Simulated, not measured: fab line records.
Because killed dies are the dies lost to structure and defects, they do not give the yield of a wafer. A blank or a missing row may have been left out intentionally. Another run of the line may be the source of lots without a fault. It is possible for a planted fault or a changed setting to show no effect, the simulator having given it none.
One fault seen from 2 desks ; flow gf180mcu ; each desk holds nothing but its own numbers, with what lay behind them at the end

## AT THE METROLOGY DESK
Lot by lot, what the gauges showed, no matter which tool ran the lot: averages of those sampled wafers that carry a number. Marked OUT: a lot whose mean sits more than 4 standard deviations from the usual mean, which makes it out of limits; the brackets give that distance.
Columns: A = DNWELL_TW at GF_DNWELL_TW_MEAS_09, usual 1341
lot;first seen here;A
L463;day 3 00:44;1336
L464;day 3 04:10;1332
L467;day 3 20:12;1340
L468;day 4 02:18;1335
L469;day 4 08:14;1330
L471;day 4 18:04;1323
L472;day 4 23:45;1346
L473;day 5 05:36;1336
L474;day 5 09:38;1347
L475;day 5 15:25;1345
L477;day 6 03:03;1356
L481;day 6 23:01;1344
L482;day 7 04:35;1337
Finding of this desk: none of the 13 lots has anything out of limits.

## FOR THE TOOL OWNER'S DESK: litho_track-01
The tool's own readings at GF_VT_IMPLANT_SOFTBAKE_25 (time 60 s): means of the sampled wafers that have a number, for each lot that ran on this tool. Marked OUT: a lot whose mean sits more than 4 standard deviations from the usual mean, which makes it out of limits; the brackets give that distance.
Columns: A = heater_power_total_W at GF_VT_IMPLANT_SOFTBAKE_25, usual 56.60 W; B = run_length_s at GF_VT_IMPLANT_SOFTBAKE_25, usual 89.27 s
lot;first seen here;A;B
L463;day 6 20:05;56.63;89.48
L467;day 7 19:28;56.57;89.56
L468;day 8 02:07;56.60;89.40
L469;day 8 09:22;56.64;89.43
L472;day 9 07:11;56.59;89.35
L474;day 9 18:04;59.39 (+59) OUT;81.02 (-31) OUT
L475;day 10 00:16;59.43 (+60) OUT;81.06 (-30) OUT
This desk's verdict: out of limits on L474, L475, starting with L474 at day 9 18:04 (heater_power_total_W at GF_VT_IMPLANT_SOFTBAKE_25). Within limits: L463, L467, L468, L469, L472.

## TAKEN TOGETHER
The tool owner's desk could have raised an alarm at day 9 18:04, on L474, L475.
Nothing out of limits was seen by the metrology desk.
The metrology desk holds a record of L474, L475, inside its limits.
The lots listed all ran GF_VT_IMPLANT_SOFTBAKE_25 on litho_track-01.

## WHAT HAD BEEN PUT IN BY THE SIMULATOR
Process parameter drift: litho_track-01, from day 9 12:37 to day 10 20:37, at GF_VT_IMPLANT_SOFTBAKE_25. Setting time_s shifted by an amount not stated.
Shown lots that were struck: L474, L475.
Delay in hours, fault start to first out-of-limits reading, by desk: the tool owner's desk at 5.
